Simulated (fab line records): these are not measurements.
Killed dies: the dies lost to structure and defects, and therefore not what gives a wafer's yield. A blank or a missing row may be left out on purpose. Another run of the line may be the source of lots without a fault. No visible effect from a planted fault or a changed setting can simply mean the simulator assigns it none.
fab line records	flow sky130
[record] lots = 6	wafers = 18	last-day = 50
route steps=708 shown VIA1@467 PAD_OPEN@708
lots with no fault: from the same line, run without faults
start-h: hours from the record's opening day to when the first of the lot's shown wafers began	wait-h: how many hours have passed since the lot's step before this one	" same as the row above	L1.1+2: one row covering several wafers at once	- either no value or no given start	* or withheld: withheld	< > ~ a bound
route shown NAME@n: names a module that has steps shown in the file, with the first one's number in the route	usual: the fault-free wafers' mean and standard deviation	same: alike in all rows	chamber/n: place in a boat	sites: each site's reading	_std_site: standard deviation across them	_edge_site: outer sites' mean less inner sites'	radius-mm: for every site, how far away it sits from the centre of the wafer	mask NAME#n: copy n	behind: the most recent tool/chamber to have shaped the wafer	hold: why the lot went on hold/how many hours it stayed there/how the hold came to an end	device: which transistor (n, p or np) failed to switch	end of line: the tests these same wafers got at the end of their route	a step with no rows: only its recipe	killed: not the wafer's yield, but the dies lost to structure and defects at the first sort	map: shows each die of a wafer: x if killed, . if not, _ if none is there
set.NAME: the setting the step ran with; set.NAME@STEP: the setting that earlier step ran with	model.NAME: the simulator's own value behind a step, which no gauge read
a table for each step, a row for each wafer; lots at some steps of the route
services: a tool's chamber out of use, with start hour (start-h, from the record's first day; less than 0 if before it), hours out, and reason
[[steps]]
[step SKY_VIA1_EXPOSE_09]
[recipe] mask-id = VIM	na = 0.8	source-shape = annular	sigma-inner = 0.55	sigma-outer = 0.85	target-cd-nm = 150	dose-mj = 38
[step SKY_VIA1_PEB_10]
[recipe] peb-temp-c = withheld	peb-time-s = withheld	resist = KrF-thick
[step SKY_VIA1_DEVELOP_11]
[recipe] develop-time-s = 60	resist = KrF-thick	dev-temp-c = 21
[step SKY_VIA1_CD_MEAS_12]
[recipe] target-cd-nm = 150
[usual] cd-nm = 150.3/1.8
lot.wafer	tool	chamber	start-h	wait-h	cd-nm
L221.2	cd-sem-02	-	794.45	-	151.3
L221.4	"	-	"	"	150.0
L221.5	"	-	"	"	151.7
L223.3	cd-sem-02	-	823.24	-	149.2
L223.4	"	-	"	"	148.7
L223.6	"	-	"	"	149.5
L232.1	cd-sem-01	-	899.30	-	150.3
L232.2	"	-	"	"	151.4
L232.5	"	-	"	"	150.9
L234.2	cd-sem-01	-	913.55	-	151.7
L234.5	"	-	"	"	153.1
L234.6	"	-	"	"	152.3
L243.1	cd-sem-02	-	963.10	-	150.8
L243.2	"	-	"	"	152.7
L243.5	"	-	"	"	152.6
L242.2	cd-sem-01	-	963.32	-	148.0
L242.3	"	-	"	"	148.4
L242.4	"	-	"	"	149.5
[step SKY_VIA1_OVL_MEAS_13]
[usual] VIA1_OVL = -2/4.8
lot.wafer	tool	chamber	start-h	wait-h	VIA1_OVL[nm]
L221.2	overlay-01	-	794.56	0.1	-5
L221.4	"	-	"	"	-9
L221.5	"	-	"	"	-4
L223.3	overlay-01	-	823.33	0.1	-3
L223.4	"	-	"	"	-1
L223.6	"	-	"	"	-4
L232.1	overlay-01	-	899.42	0.1	-1
L232.2	"	-	"	"	6
L232.5	"	-	"	"	0
L234.2	overlay-02	-	913.66	0.1	-6
L234.5	"	-	"	"	-8
L234.6	"	-	"	"	-1
L243.1	overlay-02	-	963.22	0.1	3
L243.2	"	-	"	"	6
L243.5	"	-	"	"	-5
L242.2	overlay-01	-	963.43	0.1	-7
L242.3	"	-	"	"	6
L242.4	"	-	"	"	-13
[step SKY_VIA1_ETCH_14]
[recipe] chemistry = N2/H2	target = BARC	ion-energy-ev = 200	source-w = 500	bias-w = 100	pressure-mtorr = 30	n2-flow-sccm = 100	h2-flow-sccm = 200	stop-on = SiO2	time-s = 45.9	target-depth-a = 600
[usual] drypump-motor-current-A = 5.9/0.41	h2-flow-sccm = 200.0/0.57	oes-product-au = 0.856/0.0045	rf-fwd-power-W = 495.0/2	throttle-valve-pct = 13.225/0.0091
[same] time-s = 45.9
lot.wafer	tool	chamber	start-h	wait-h	drypump-motor-current-A	h2-flow-sccm	oes-product-au	rf-fwd-power-W	rf-hours-counter-h	throttle-valve-pct
L221.2	rie-diel-01	1	794.59	0.0	6.1	200.6	0.858	498.2	3	13.208
L221.4	"	1	"	"	6.1	200.5	0.854	497.9	-	13.232
L221.5	"	2	"	"	6.3	200.4	0.854	494.0	-	13.212
L223.3	rie-diel-04	1	823.35	0.0	6.0	198.8	0.855	495.4	7	13.247
L223.4	"	2	"	"	6.0	200.1	0.854	499.4	19	13.225
L223.6	"	0	"	"	5.2	200.5	0.853	495.9	-	13.238
L232.1	rie-diel-04	0	899.45	0.0	5.2	200.5	0.855	495.9	3	13.226
L232.2	"	3	"	"	6.1	200.3	0.850	499.1	11	13.217
L232.5	"	3	"	"	6.1	200.4	0.862	497.7	-	13.218
L234.2	rie-diel-03	3	913.69	0.0	6.1	199.6	0.850	492.6	21	13.224
L234.5	"	3	"	"	6.1	199.8	0.858	492.9	-	13.222
L234.6	"	2	"	"	5.1	199.9	0.853	493.0	-	13.205
L243.1	rie-diel-03	3	963.26	0.0	6.1	199.6	0.856	494.9	23	13.226
L243.2	"	0	"	"	5.5	200.5	0.857	496.0	22	13.224
L243.5	"	1	"	"	4.9	199.3	0.858	493.3	-	13.222
L242.2	rie-diel-01	0	963.46	0.0	6.0	200.2	0.860	490.4	16	13.231
L242.3	"	1	"	"	6.1	199.5	0.850	495.7	8	13.211
L242.4	"	3	"	"	6.2	199.8	0.855	495.4	3	13.221
[step SKY_VIA1_ETCH_15]
[recipe] target = SiO2	chemistry = C4F8/O2/Ar	target-depth-nm = 351	stop-on = TiN	mask-material = KrF-thick	source-w = 1500	bias-w = 1200	pressure-mtorr = 40	c4f8-flow-sccm = withheld	O2_flow_sccm = 6	Ar_flow_sccm = 300	time-s = 54
[usual] oes-product-au = 0.980/0.0059	rf-fwd-power-W = 1487/6.1
[same] time-s = 54
lot.wafer	tool	chamber	start-h	wait-h	oes-product-au	rf-fwd-power-W	rf-hours-counter-h
L221.2	rie-diel-01	1	794.63	0.0	0.977	1487	3
L221.4	"	1	"	"	0.977	1491	-
L221.5	"	2	"	"	0.985	1484	-
L223.3	rie-diel-04	1	823.40	0.0	0.975	1489	7
L223.4	"	2	"	"	0.983	1487	19
L223.6	"	0	"	"	0.982	1485	-
L232.1	rie-diel-04	0	899.49	0.0	0.982	1492	3
L232.2	"	3	"	"	0.984	1487	11
L232.5	"	3	"	"	0.982	1489	-
L234.2	rie-diel-03	3	913.73	0.0	0.972	1493	21
L234.5	"	3	"	"	0.979	1489	-
L234.6	"	2	"	"	0.966	1488	-
L243.1	rie-diel-03	3	963.30	0.0	0.975	1482	23
L243.2	"	0	"	"	0.986	1482	22
L243.5	"	1	"	"	0.990	1478	-
L242.2	rie-diel-01	0	963.50	0.0	0.980	1480	16
L242.3	"	1	"	"	0.976	1493	8
L242.4	"	3	"	"	0.979	1494	3
[step SKY_VIA1_STRIP_16]
[recipe] chemistry = O2/N2	power-w = 1400	pressure-mtorr = 1500	platen-temp-c = withheld	o2-flow-sccm = 3000	n2-flow-sccm = 300	overash-fraction = 0.5
[usual] drypump-motor-current-A = 5.7/0.5	oes-product-au = 0.417/0.0044	strip-time-to-endpoint-s = 4.471/0.021
lot.wafer	tool	chamber	start-h	wait-h	drypump-motor-current-A	oes-product-au	rf-hours-counter-h	strip-time-to-endpoint-s
L221.2	plasma-asher-04	0	794.68	0.0	5.3	0.417	5	4.482
L221.4	"	0	"	"	5.3	0.412	-	4.471
L221.5	"	1	"	"	6.4	0.420	-	4.496
L223.3	plasma-asher-01	1	823.48	0.1	6.1	0.422	-	4.502
L223.4	"	0	"	"	5.4	0.417	-	4.484
L223.6	"	0	"	"	5.3	0.411	-	4.454
L232.1	plasma-asher-01	0	899.54	0.0	5.3	0.420	47	4.444
L232.2	"	1	"	"	6.1	0.415	47	4.452
L232.5	"	0	"	"	5.3	0.417	-	4.450
L234.2	plasma-asher-01	0	913.78	0.0	5.4	0.416	48	4.513
L234.5	"	0	"	"	5.4	0.421	-	4.483
L234.6	"	1	"	"	6.1	0.424	-	4.510
L243.1	plasma-asher-04	1	963.34	0.0	6.4	0.413	22	4.466
L243.2	"	0	"	"	5.3	0.415	22	4.462
L243.5	"	1	"	"	6.4	0.419	-	4.450
L242.2	plasma-asher-04	1	963.55	0.0	6.4	0.420	22	4.452
L242.3	"	0	"	"	5.3	0.408	-	4.471
L242.4	"	1	"	"	6.4	0.431	-	4.455
[step SKY_VIA1_STRIP_17]
[recipe] chemistry = post-etch-residue-remover	time-s = 1200	temp-c = 72.5
[step SKY_VIA1_CLEAN_18]
[recipe] chemistry = IPA	time-s = 180	temp-c = 25
[step SKY_VIA1_CLEAN_19]
[recipe] chemistry = O3/DIW	dry = n2-spin
[step SKY_VIA1_SPUTTER_20]
[recipe] material = TiN	target-thk-nm = 20	chamber-pressure-pa = 5	power-w = 4000	time-s = 80
[usual] throttle-valve-pct = 30.0/0.57
[same] time-s = 80
lot.wafer	tool	chamber	start-h	wait-h	throttle-valve-pct
L221.2	pvd-sputter-02	-	795.27	0.0	29.5
L221.4	"	-	"	"	29.8
L221.5	"	-	"	"	29.4
L223.3	pvd-sputter-02	-	824.03	0.0	30.5
L223.4	"	-	"	"	29.5
L223.6	"	-	"	"	30.4
L232.1	pvd-sputter-02	-	900.16	0.0	29.9
L232.2	"	-	"	"	29.9
L232.5	"	-	"	"	30.5
L234.2	pvd-sputter-02	-	914.40	0.0	29.8
L234.5	"	-	"	"	30.1
L234.6	"	-	"	"	30.7
L243.1	pvd-sputter-03	-	964.21	0.0	29.8
L243.2	"	-	"	"	29.3
L243.5	"	-	"	"	30.3
L242.2	pvd-sputter-04	-	964.31	0.0	29.8
L242.3	"	-	"	"	28.9
L242.4	"	-	"	"	31.2
[step SKY_VIA1_CVD_21]
[recipe] material = W	target-thk-nm = 270	time-s = 80.902	temp-c = 400	pressure-torr = 40
[usual] heater-power-outer-w = 543/23	heater-power-w = 890/51
lot.wafer	tool	chamber	start-h	wait-h	heater-power-outer-w	heater-power-w	model.W_of_VIA1_CVD_21.thk-nm
L221.2	cvd-w-01	0	795.33	0.0	553	901	266
L221.4	"	1	"	"	526	841	268.4
L221.5	"	0	"	"	540	921	264.9
L223.3	cvd-w-02	1	824.13	0.1	564	930	270.6
L223.4	"	0	"	"	556	910	270.8
L223.6	"	0	"	"	552	907	270.4
L232.1	cvd-w-02	0	900.28	0.1	559	911	254.4
L232.2	"	1	"	"	578	943	255.3
L232.5	"	0	"	"	545	921	255.4
L234.2	cvd-w-02	0	914.46	0.0	570	940	247.3
L234.5	"	1	"	"	565	954	254.3
L234.6	"	0	"	"	556	911	248.3
L243.1	cvd-w-01	1	964.27	0.0	504	799	268.5
L243.2	"	0	"	"	545	838	267.3
L243.5	"	0	"	"	527	856	268.1
L242.2	cvd-w-02	0	964.37	0.0	559	932	267
L242.3	"	1	"	"	570	940	268.7
L242.4	"	0	"	"	564	921	268.4
[step SKY_VIA1_RS_MEAS_22]
[recipe] thk-meas-gauge = four-point-probe	reads = W_of_VIA1_CVD_21+TiN_of_VIA1_SPUTTER_20
[usual] VIA1_W_RS = 0.430/0.0049
lot.wafer	tool	chamber	start-h	wait-h	VIA1_W_RS[ohm/sq]
L221.2	film-metro-04	-	795.44	0.1	0.432
L221.4	"	-	"	"	0.429
L221.5	"	-	"	"	0.434
L223.3	film-metro-04	-	824.23	0.1	0.425
L223.4	"	-	"	"	0.424
L223.6	"	-	"	"	0.425
L232.1	film-metro-02	-	900.38	0.1	0.453
L232.2	"	-	"	"	0.450
L232.5	"	-	"	"	0.450
L234.2	film-metro-04	-	914.58	0.1	0.466
L234.5	"	-	"	"	0.452
L234.6	"	-	"	"	0.464
L243.1	film-metro-01	-	964.37	0.1	0.429
L243.2	"	-	"	"	0.430
L243.5	"	-	"	"	0.430
L242.2	film-metro-02	-	964.48	0.1	0.430
L242.3	"	-	"	"	0.427
L242.4	"	-	"	"	0.428
[step SKY_VIA1_THK_MEAS_23]
[recipe] thk-meas-gauge = xrf	reads = W_of_VIA1_CVD_21
[usual] VIA1_W_THK = 267/3.8
lot.wafer	tool	chamber	start-h	wait-h	VIA1_W_THK[nm]
L221.2	film-metro-04	-	795.55	0.1	268
L221.4	"	-	"	"	270
L221.5	"	-	"	"	267
L223.3	film-metro-04	-	824.33	0.1	271
L223.4	"	-	"	"	271
L223.6	"	-	"	"	271
L232.1	film-metro-02	-	900.50	0.1	251
L232.2	"	-	"	"	254
L232.5	"	-	"	"	254
L234.2	film-metro-04	-	914.69	0.1	249
L234.5	"	-	"	"	257
L234.6	"	-	"	"	251
L243.1	film-metro-01	-	964.49	0.1	265
L243.2	"	-	"	"	263
L243.5	"	-	"	"	263
L242.2	film-metro-02	-	964.59	0.1	263
L242.3	"	-	"	"	264
L242.4	"	-	"	"	263
[step SKY_VIA1_CMP_24]
[recipe] stop-on = SiO2	t-overpolish-s = 15	down-force-psi = 3.5	platen-rpm = 60	target-thk-nm = 0	pad-velocity-m-s = 0.94248
[usual] motor-current-A = 10.5/1.2	slurry-flow-ml-min = 149.9/0.44
lot.wafer	tool	chamber	start-h	wait-h	motor-current-A	slurry-flow-ml-min
L221.4	cmp-02	0	795.60	0.0	9.4	150.1
L221.2	"	1	"	"	11.0	150.3
L221.5	"	1	"	"	10.8	150.9
L223.3	cmp-01	1	824.37	0.0	8.7	149.7
L223.4	"	0	"	"	11.4	150.1
L223.6	"	1	"	"	9.6	149.6
L232.1	cmp-01	0	900.56	0.1	11.8	149.9
L232.2	"	3	"	"	10.4	149.7
L232.5	"	1	"	"	8.7	149.7
L234.2	cmp-02	0	914.89	0.2	8.8	149.3
L234.6	"	3	"	"	12.3	150.3
L234.5	"	0	"	"	8.9	149.3
L243.1	cmp-01	0	964.64	0.1	10.8	150.2
L243.2	"	1	"	"	8.8	149.3
L243.5	"	0	"	"	11.6	149.8
L242.2	cmp-01	0	964.94	0.3	11.5	149.3
L242.4	"	1	"	"	9.0	150.3
L242.3	"	3	"	"	10.1	150.0
[step SKY_PAD_OPEN_PROBE_99]
[usual] defect-limited-yield = 82.4/1.9	killed_at_M0_to_M3 = 43/7.1	killed_at_M4_up = 3.2/1.7	killed-at-contacts = 24/5.6	killed-at-front-end = 16/5	killed-at-other = 0.4/0.68	killed-dies = 86/9.3	killed-open = 47/7.1	killed-short = 39/5.7	sort_bin_3_pad_short = 0.9/0.38	sort_bin_5_function = 10.4/1.5	sort_bin_6_memory = 6.3/1.3	sort-n-pass = 406/9.3	sort-yield-pct = 82.4/1.9
[same] gross-dies = 492	killed-at-back-side = 0	sort_bin_4_leakage[%] = 0	sort_bin_8_speed[%] = 0
lot.wafer	tool	chamber	start-h	wait-h	defect-limited-yield[%]	killed_at_M0_to_M3	killed_at_M4_up	killed-at-contacts	killed-at-front-end	killed-at-other	killed-dies	killed-open	killed-short	sort_bin_3_pad_short[%]	sort_bin_5_function[%]	sort_bin_6_memory[%]	sort-n-pass	sort-yield-pct[%]
L223.3	prober-02	-	1099.30	0.2	85.6	36	3	25	6	1	71	45	26	0.6	8.3	5.5	421	85.6
L223.4	prober-02	-	1099.35	0.2	83.7	35	7	30	7	1	80	42	38	0.6	8.9	6.7	412	83.7
L223.6	prober-02	-	1099.45	0.2	83.7	41	0	25	14	0	80	47	33	0.8	8.1	7.3	412	83.7
// killed by level:class
L223.3 LI_CONTACT:geometric-particle:open=12 CONTACT:geometric-particle:open=11 VIA3:geometric-particle:open=8 VIA1:geometric-particle:short=7 VIA1:geometric-particle:open=6 VIA2:geometric-particle:short=4 METAL1:geometric-particle:short=3 METAL4:geometric-particle:short=3
L223.4 CONTACT:geometric-particle:open=11 LI_CONTACT:geometric-particle:open=9 CONTACT:geometric-particle:short=7 VIA1:geometric-particle:open=6 METAL1:geometric-particle:short=6 VIA3:geometric-particle:open=6 VIA2:geometric-particle:short=4 METAL4:geometric-particle:short=4
L223.6 VIA1:geometric-particle:open=14 CONTACT:geometric-particle:open=12 FIELD_ISO:geometric-particle:short=8 VIA3:geometric-particle:open=7 LI_CONTACT:geometric-particle:open=5 VIA1:geometric-particle:short=5 VIA3:geometric-particle:short=4 FIELD_ISO:geometric-particle:open=3
[[services]]
tool	chamber	start-h	hours	kind
rie-diel-01	3	777.20	4.4	repair
pvd-sputter-02	-	777.74	1.8	repair
rie-diel-04	2	780.09	7.7	repair
rie-diel-01	3	786.19	15.9	repair
cmp-01	-	792.25	5.1	pm
rie-diel-04	1	792.95	14.8	repair
cmp-01	-	798.81	1.1	repair
rie-diel-01	2	800.74	11.3	repair
rie-diel-01	-	829.38	1.8	repair
rie-diel-03	3	830.92	19.2	repair
pvd-sputter-02	-	831.83	20.9	repair
pvd-sputter-02	-	839.97	14.8	repair
rie-diel-03	2	848.33	6.5	repair
cmp-01	-	848.83	0.5	repair
cmp-01	-	871.80	1.1	repair
rie-diel-04	3	876.71	6.6	repair
rie-diel-01	1	897.52	3.9	repair
cmp-01	-	898.04	2.2	repair
cmp-01	-	911.34	2.5	repair
rie-diel-01	3	913.37	9.5	repair
cmp-01	-	913.86	4.0	pm
rie-diel-03	-	915.03	7.1	repair
rie-diel-01	2	931.53	2.8	repair
cmp-01	-	941.29	1.3	repair
[[key]]
[first-sign] step = SKY_VIA1_RS_MEAS_22	reading = VIA1_W_RS	direction = up	sigmas = 5.2	usual = 0.430	struck = 0.456
[effect] step = SKY_VIA1_THK_MEAS_23	reading = VIA1_W_THK	direction = down	sigmas = 3.8	usual = 267	struck = 253
[model-effect] step = SKY_VIA1_CVD_21	value = W_of_VIA1_CVD_21.thk-nm	without = 269.8	struck = 252.5
met-at SKY_VIA1_CVD_21
struck-wafers L232.1,L232.2,L232.5,L234.2,L234.5,L234.6
onset-between 824.13 900.28
also-fits SKY_VIA1_STRIP_16:plasma-asher-01,SKY_VIA1_SPUTTER_20:pvd-sputter-02
[fault] kind = process-parameter-drift	tool = cvd-w-02	chamber = -	onset-h = 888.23	steps = SKY_VIA1_CVD_21	channel = target-thk-nm	offset = -17.354	shape = step	end-h = 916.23	acts-in = these-recipes-only	stated = 270
